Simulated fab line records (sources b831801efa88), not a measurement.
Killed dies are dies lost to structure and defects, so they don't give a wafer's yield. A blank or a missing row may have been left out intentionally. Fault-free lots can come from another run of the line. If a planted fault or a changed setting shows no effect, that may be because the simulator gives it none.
A lot that was struck, set against a sound lot -- flow sky130 -- 17 out of 708 route steps
Sound: the wafers L389.1, L389.2, L389.5. Struck: wafers L397.1, L397.5 (left out: L397.2, a lot-mate that was not struck); the cause follows at the end.
Order at every step that has rows: each side's tool, ch and its chambers, its first start. Under that, the readings that differ: sound wafers -- struck wafers -- difference of the means -- sigmas: that difference in standard deviations of wafers without a fault.
alike: same words and numbers on both sides, and readings whose means sit less than 2 such deviations apart. not compared: any withheld reading, any reading some wafer has no value for, any bound like >300 that may hide the same value, and any number with overlapping values for which the record gives no deviation.
A row with sigmas, a row that says differs or no value, or rows on one side alone: a step with any of these is where the two part. When numbers do not overlap yet have no deviation, they are printed without sigmas and do not part them. A reading that every wafer of one side lacks parts them only if that side has two wafers or more.

first, 3 steps without rows for these wafers: SKY_VIA1_EXPOSE_09 (exposes mask VIM, target cd 150 nm); SKY_VIA1_PEB_10; SKY_VIA1_DEVELOP_11 (develop time 60 s).
SKY_VIA1_CD_MEAS_12 targets a cd of 150 nm.
  sound: cdSem-01 at day 37 13:40; struck: cdSem-01 at day 40 03:43
  alike: cdNm
SKY_VIA1_OVL_MEAS_13:
  sound: overlay-01 at day 37 13:47; struck: overlay-01 at day 40 03:50
  alike: VIA1_OVL
SKY_VIA1_ETCH_14: etches BARC in N2/H2, stops on SiO2, time 45.9 s, target depth 60 nm.
  sound on rieDiel-03 ch 1,2,3, day 37 13:49; struck on rieDiel-01 ch 1,2, day 40 03:52
reading,sound,struck,difference,sigmas
biasW (W),99.2 99.6 99.5,100.4 99.9,+0.7,+2
  alike: drypumpMotorCurrentA, oesProductAu, throttleValvePct
  not compared: rfHoursCounterH
SKY_VIA1_ETCH_15: etches SiO2 in C4F8/O2/Ar, stops on TiN, target depth 351 nm, time 54 s.
  sound on rieDiel-03 ch 1,2,3, day 37 13:51; struck on rieDiel-01 ch 1,2, day 40 03:55
reading,sound,struck,difference,sigmas
oesProductAu (a.u.),0.990 0.981 0.985,0.980 0.968,-0.011,-2
  alike: biasW
  not compared: rfHoursCounterH
SKY_VIA1_STRIP_16: strips in O2/N2.
  sound on plasmaAsher-02 ch 0,1, day 37 13:54; struck on plasmaAsher-04 ch 1, day 40 03:57
  alike: drypumpMotorCurrentA, oesProductAu, stripTimeToEndpointS
  not compared: rfHoursCounterH
then, 3 steps without rows for these wafers: SKY_VIA1_STRIP_17 (strips in post etch residue remover, time 1200 s); SKY_VIA1_CLEAN_18 (cleans in IPA, time 180 s); SKY_VIA1_CLEAN_19 (cleans in O3/DIW).
SKY_VIA1_SPUTTER_20: material TiN, target thk 20 nm, time 80 s.
  sound: pvdSputter-03 at day 37 14:30; struck: pvdSputter-02 at day 40 04:35
  alike: cathodeDcPowerW, throttleValvePct
SKY_VIA1_CVD_21: deposits W, target thk 270 nm, time 80.902 s.
  sound on cvdW-02 ch 0,1, day 37 14:34; struck on cvdW-01 ch 1, day 40 04:38
reading,sound,struck,difference,sigmas
heaterPowerW (W),765 809 780,706 673,-95,-2
model.W_of_VIA1_CVD_21.thkNm (nm),269.7 268.8 271.5,259.8 257.4,-11.4,
  not compared: sinceWetCleanH
SKY_VIA1_RS_MEAS_22: a four-point-probe measurement.
  sound: filmMetro-04 at day 37 14:39; struck: filmMetro-03 at day 40 04:44
reading,sound,struck,difference,sigmas
VIA1_W_RS (ohm/sq),0.428 0.427 0.424,0.443 0.447,+0.019,+4
SKY_VIA1_THK_MEAS_23: measures by xrf.
  sound: filmMetro-04 at day 37 14:46; struck: filmMetro-03 at day 40 04:51
reading,sound,struck,difference,sigmas
VIA1_W_THK (nm),275 275 279,260 258,-17,-4
SKY_VIA1_CMP_24: polishes, stops on SiO2, t overpolish 15 s, target thk 0 nm.
  sound on cmp-02 ch 0,1, day 37 14:50; struck on cmp-02 ch 0,1, day 40 04:58
  alike: motorCurrentA, overpolishRunS, timeToEndpointS
-- the record jumps here: 10 days lie between the struck wafers' starts before and after (it left off in module VIA1 and takes up again in module PAD_OPEN, whose first step shown is number 708 of the route) --
SKY_PAD_OPEN_PROBE_99:
  record: rows for the struck wafers here (prober-01, day 50 09:23), none for the sound ones

WHERE THEY PART
Last at SKY_PAD_OPEN_PROBE_99 as far as this record goes, first at SKY_VIA1_ETCH_14.

WHY: whatever the simulator had introduced
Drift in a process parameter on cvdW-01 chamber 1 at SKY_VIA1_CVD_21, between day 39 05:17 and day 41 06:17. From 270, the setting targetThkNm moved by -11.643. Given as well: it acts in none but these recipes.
